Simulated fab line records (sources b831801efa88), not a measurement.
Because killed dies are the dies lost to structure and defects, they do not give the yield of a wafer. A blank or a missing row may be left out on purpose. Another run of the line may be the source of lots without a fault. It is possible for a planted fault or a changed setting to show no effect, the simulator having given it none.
A lot that was struck, set against a sound lot    flow sfq-line    42 out of 325 route steps
Sound: the wafers L909.2, L909.4, L909.5. Struck: wafer L923.2 (L923.3, L923.5, from the same lot, were not struck and are left out); the cause is given at the end.
At each step with rows: each side's tool, then ch and its chambers, then its first start. Under that, the readings that differ: sound wafers    struck wafers    difference of the means    sigmas: that difference in standard deviations of wafers without a fault.
alike: readings whose means differ by less than 2 such deviations, and words and numbers that are the same on both sides. not compared: withheld readings, readings that some wafer has no value for, bounds like >300 that may hide the same value, and numbers for which the record gives no deviation and whose values overlap.
The two part at a step that has a row with sigmas, a row that says differs or no value, or rows on one side only. When numbers do not overlap yet have no deviation, they are printed without sigmas and do not part them. Lack of a reading on every wafer of one side parts them only where that side has two or more wafers.

first, 6 steps without rows for these wafers: SFQ_TRILAYER_M4_LITHO_COAT_098 (resist thk 62 nm); SFQ_TRILAYER_M4_LITHO_COAT_093 (resist thk 600 nm); SFQ_TRILAYER_M4_LITHO_SOFTBAKE_097; SFQ_TRILAYER_M4_LITHO_EXPOSE_094 (exposes mask M4, target cd 500 nm); SFQ_TRILAYER_M4_LITHO_PEB_096 (peb time 60 s); SFQ_TRILAYER_M4_LITHO_DEVELOP_095 (time 60 s).
SFQ_M4_OVL_MEAS_926:
  sound on overlay-02 at day 56 16:57; struck on overlay-01 at day 62 13:55
  alike: M4_OVL
SFQ_TRILAYER_M4_BARC_OPEN_METAL_ETCH_123: etches BARC in O2, target depth 125 nm, time 41.7 s.
  sound on rie-metal-03 ch 0, day 56 16:59; struck on rie-metal-01 ch 1, day 62 13:57
  alike: drypump-motor-current-A, oes-product-au
  not compared: rf-hours-counter-h
then, 4 steps without rows for these wafers: SFQ_TRILAYER_M4_ETCH_METAL_ETCH_096 (etches Nb in Cl2/Ar, stops on SiO2, target depth 240 nm, time 120 s); SFQ_TRILAYER_M4_STRIP_STRIP_097 (strips in O2); SFQ_TRILAYER_M4_STRIP_SOLV_CLEAN_098 (cleans in NMP, time 600 s); SFQ_TRILAYER_I4_DEP_PECVD_099 (deposits SiO2 from SiH4/N2O, time 111.11 s, target thk 500 nm).
SFQ_TRILAYER_I4_CMP_CMP_100: polishes SiO2.
  sound on cmp-01 ch 1,2, day 57 03:41; struck on cmp-02 ch 0, day 62 17:34
reading                                              sound              struck  difference  sigmas
platen-rpm (rpm)                                     59.95 59.95 59.93  60.03   +0.09       +2
model.SiO2_of_TRILAYER_I4_DEP_PECVD_099.thk-nm (nm)  200.7 200 200.8    180     -20         
  alike: edge-zone-pressure-frac, head-pressure-psi, motor-current-A, time-to-endpoint-s
SFQ_I4_BOW_MEAS_927:
  sound on film-metro-02 at day 57 06:42; struck on film-metro-01 at day 62 19:35
  alike: I4_BOW
SFQ_TRILAYER_I4_METRO_MEASURE_101:
  sound on film-metro-02 at day 57 07:00; struck on film-metro-01 at day 62 19:53
reading      sound              struck  difference  sigmas
thk-nm (nm)  200.7 200.0 200.7  180.0   -20.5       -24
then, 6 steps without rows for these wafers: SFQ_TRILAYER_I4_VIA_LITHO_COAT_108 (resist thk 62 nm); SFQ_TRILAYER_I4_VIA_LITHO_COAT_103 (resist thk 650 nm); SFQ_TRILAYER_I4_VIA_LITHO_SOFTBAKE_107; SFQ_TRILAYER_I4_VIA_LITHO_EXPOSE_104 (exposes mask I4, target cd 700 nm); SFQ_TRILAYER_I4_VIA_LITHO_PEB_106 (peb time 60 s); SFQ_TRILAYER_I4_VIA_LITHO_DEVELOP_105 (time 60 s).
-- the record jumps here: 5 days lie between the struck wafers' starts before and after --
SFQ_I4_OVL_MEAS_928:
  sound on overlay-02 at day 57 10:15; struck on overlay-01 at day 67 12:01
reading      sound     struck  difference  sigmas
I4_OVL (nm)  -3 -6 -7  7       +12         +2
then, 1 step without rows for these wafers: SFQ_TRILAYER_I4_VIA_BARC_OPEN_VIA_ETCH_146 (etches BARC in O2, target depth 125 nm, time 41.7 s).
SFQ_TRILAYER_I4_VIA_ETCH_VIA_ETCH_106: etches SiO2 in CHF3, stops on Nb, target depth 260 nm.
  sound on rie-diel-01 ch 1,2, day 57 10:19; struck on rie-diel-04 ch 2, day 67 12:05
reading                         sound              struck  difference  sigmas
oes-product-au (a.u.)           0.860 0.858 0.856  0.805   -0.053      -10
model.I4.feature-depth-nm (nm)  200.7 200 200.8    180     -20         
model.etch.depth-nm (nm)        200.7 200 200.8    180     -20         
  alike: drypump-motor-current-A
SFQ_TRILAYER_I4_VIA_STRIP_STRIP_107: strips in O2.
  sound on rie-metal-03 ch 0,1, day 57 10:26; struck on rie-metal-02 ch 0, day 67 12:12
  alike: drypump-motor-current-A, oes-product-au
  not compared: rf-hours-counter-h
then, 2 steps without rows for these wafers: SFQ_TRILAYER_I4_VIA_STRIP_SOLV_CLEAN_108 (cleans in NMP, time 600 s); SFQ_TRILAYER_JJ_TRILAYER_DEP_PRE_CLEAN_113 (time 22.5 s).
SFQ_TRILAYER_JJ_TRILAYER_DEP_SPUTTER_109: material Nb, target thk 150 nm, time 100 s.
  sound on pvd-sputter-05 at day 57 11:14; struck on pvd-sputter-03 at day 67 13:00
  alike: throttle-valve-pct
then, 3 steps without rows for these wafers: SFQ_TRILAYER_JJ_TRILAYER_DEP_SPUTTER_110 (material Al, target thk 8 nm, time 10 s); SFQ_TRILAYER_JJ_TRILAYER_DEP_AL_OXIDATION_111 (oxidation time 600 s); SFQ_TRILAYER_JJ_TRILAYER_DEP_SPUTTER_112 (material Nb, target thk 170 nm, time 113.3 s).
SFQ_JJ_RS_MEAS_929: the measuring method here is four-point-probe.
  sound on film-metro-02 at day 57 12:26; struck on film-metro-01 at day 67 14:12
reading            sound              struck  difference  sigmas
JJ_NB_RS (ohm/sq)  1.058 1.056 1.057  1.019   -0.038      -3
then, 6 steps without rows for these wafers: SFQ_TRILAYER_JJ_CE_LITHO_COAT_119 (resist thk 62 nm); SFQ_TRILAYER_JJ_CE_LITHO_COAT_114 (resist thk 600 nm); SFQ_TRILAYER_JJ_CE_LITHO_SOFTBAKE_118; SFQ_TRILAYER_JJ_CE_LITHO_EXPOSE_115 (exposes mask J5, target cd 700 nm); SFQ_TRILAYER_JJ_CE_LITHO_PEB_117 (peb time 60 s); SFQ_TRILAYER_JJ_CE_LITHO_DEVELOP_116 (time 60 s).
SFQ_JJ_OVL_MEAS_931:
  sound on overlay-01 at day 62 07:53; struck on overlay-01 at day 67 16:37
  alike: J5_OVL
SFQ_TRILAYER_JJ_CE_METRO_MEASURE_117:
  sound on cd-sem-02 at day 62 08:07; struck on cd-sem-01 at day 67 16:50
  alike: cd-nm
SFQ_TRILAYER_JJ_CE_BARC_OPEN_RIE_150: chemistry O2, target BARC, target depth 240 nm, time 80 s.
  sound on rie-metal-01 ch 0,1, day 62 09:07; struck on rie-metal-02 ch 0, day 67 17:50
  alike: drypump-motor-current-A, oes-product-au
  not compared: rf-hours-counter-h
-- the record jumps here: 3 days lie between the struck wafers' starts before and after --
SFQ_TRILAYER_M5_ETCH_METAL_ETCH_126: etches Nb in Cl2/BCl3, stops on SiO2, time 203.2 s, target depth 265 nm.
  sound on rie-metal-02 ch 0,1, day 67 06:07; struck on rie-metal-02 ch 0, day 70 12:07
reading                                              sound          struck  difference  sigmas
model.SiO2_of_TRILAYER_I4_DEP_PECVD_099.thk-nm (nm)  181 180.1 181  160.2   -20.5       
  alike: drypump-motor-current-A, oes-product-au
  not compared: rf-hours-counter-h

## WHERE THEY PART
Last at SFQ_JJ_RS_MEAS_929 as far as this record goes, first at SFQ_TRILAYER_I4_CMP_CMP_100. Later steps at which nothing parts them and some readings are alike: SFQ_JJ_OVL_MEAS_931, SFQ_TRILAYER_JJ_CE_METRO_MEASURE_117, SFQ_TRILAYER_JJ_CE_BARC_OPEN_RIE_150, SFQ_TRILAYER_M5_ETCH_METAL_ETCH_126.

WHY: whatever the simulator had introduced
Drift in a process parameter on cmp-02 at SFQ_TRILAYER_I4_CMP_CMP_100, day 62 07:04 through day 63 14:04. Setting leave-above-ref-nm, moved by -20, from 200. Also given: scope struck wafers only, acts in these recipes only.
